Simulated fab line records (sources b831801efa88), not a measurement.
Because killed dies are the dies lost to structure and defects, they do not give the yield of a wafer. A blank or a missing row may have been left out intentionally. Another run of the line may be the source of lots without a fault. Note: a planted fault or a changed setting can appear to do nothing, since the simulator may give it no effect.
8D (eight disciplines) problem report, filled in by code ; flow sky130 ; the parts of the form that need people (team, actions taken, sign-off) are left out

## 1. THE PROBLEM
Mean POLY_GATE_OXIDATION_THK at SKY_POLY_GATE_THK_MEAS_21: 4.92 nm over 6 wafers in 2 lots; fault-free wafers: 4.02 nm, standard deviation 0.081. Measured from the usual mean, that is +11 standard deviations.
First observed at day 19 18:31: wafer L169.2, on film metro-01. The record holds 33 wafers of 11 lots with a number at this step. Rule for "out" (also "out of limits"): further than 4 standard deviations from the usual mean. All remaining wafers that have a number are taken as sound.

## 2. WHAT IT IS AND WHAT IT IS NOT
question;is;is not
which readings at this step;POLY_GATE_OXIDATION_THK;-
which lots;L169, L170;L161, L162, L176, L177, L178, L179, L181, L182, L183
which wafers of those lots;all that have a number;-
read on which gauges;film metro-01, film metro-04;film metro-03
when;from day 19 18:31;"up to then (6 sound wafers); but 21 sound wafers of L176, L177, L178, L179, L181, L182, L183 came after"

## 3. WHAT RULES OUT EACH SUSPECT
Counting: a tool at any process step up to the reading remains a suspect when it ran all the lots that are out and ran no sound lot after the first of those.
- the gauge at SKY_POLY_GATE_THK_MEAS_21: ruled out. 2 gauges (film metro-01, film metro-04) read the wafers that are out.
- plasma asher-01 at SKY_SONOS_ONO_STRIP_17 (strips in O2/N2): ruled out as a lasting fault. Following L169 (day 15 14:38), the first lot on it that is out, the sound lots L177, L179, L181, L183 were run on it.
- furnace-02 at SKY_POLY_GATE_OXIDATION_20 (stabilise 600 s, purge 300 s, target thk 4 nm): ruled out as a lasting fault. Following L169 (day 19 17:15), the first lot on it that is out, the sound lots L178, L179, L182, L181 were run on it.
Left after counting: nothing in the record.

## 4. THE CAUSE (what the simulator had put in)
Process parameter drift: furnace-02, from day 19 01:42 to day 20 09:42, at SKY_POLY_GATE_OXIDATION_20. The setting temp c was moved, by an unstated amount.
It was ruled out by counting, in error; the rule expects a fault to strike all lots run on its tool from its start on, and this fault did not.

## 5. THE CHAIN OF EFFECTS, in route order
Each row: a reading whose mean over the struck wafers that have a number lies more than 3 standard deviations from the usual. Scope: only readings with a usual standard deviation given in the record; hours: median across lots of the time from each lot's start at the first step in this table that gives one to its start at this step; sigmas: change in usual standard deviations.
hours;step;reading;usual;on struck wafers;change;sigmas
0;SKY_POLY_GATE_OXIDATION_20;spike tc bottom C;871.2 C;888.8;+17.6;+12
0;SKY_POLY_GATE_OXIDATION_20;spike tc centre C;851.3 C;869.0;+17.7;+11
0;SKY_POLY_GATE_OXIDATION_20;spike tc lower C;849.7 C;866.5;+16.8;+17
0;SKY_POLY_GATE_OXIDATION_20;spike tc top C;863.6 C;882.6;+19.0;+7.0
0;SKY_POLY_GATE_OXIDATION_20;spike tc upper C;849.6 C;866.5;+16.9;+14
0;SKY_POLY_GATE_OXIDATION_20;tube center temp C;850 C;866;+16;+99 or more
0;SKY_POLY_GATE_OXIDATION_20;tube_center_temp_C_max;852.2;868.1;+15.9;+42
1;SKY_POLY_GATE_THK_MEAS_21;POLY_GATE_OXIDATION_THK;4.02 nm;4.92;+0.90;+11
Here are the process steps it includes:
- SKY_POLY_GATE_OXIDATION_20: stabilise 600 s, purge 300 s, target thk 4 nm.
Later measuring or inspecting steps at which every struck wafer that the step has a row for has a number for every such reading, and none has moved that far: SKY_SD_P_TW_MEAS_11.

## 6. HOW IT WOULD HAVE BEEN CAUGHT EARLIER
17 hours passed between the start of the fault at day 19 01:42 and the first reading out of limits at a measuring or inspecting step in this record, taken at day 19 18:31.
Tool's own readings at SKY_POLY_GATE_OXIDATION_20, spike tc bottom C, spike tc centre C, spike tc lower C, spike tc top C, spike tc upper C, tube center temp C, tube_center_temp_C_max: out on all struck wafers the step has rows for; an alarm limit on them would have tripped on the first.
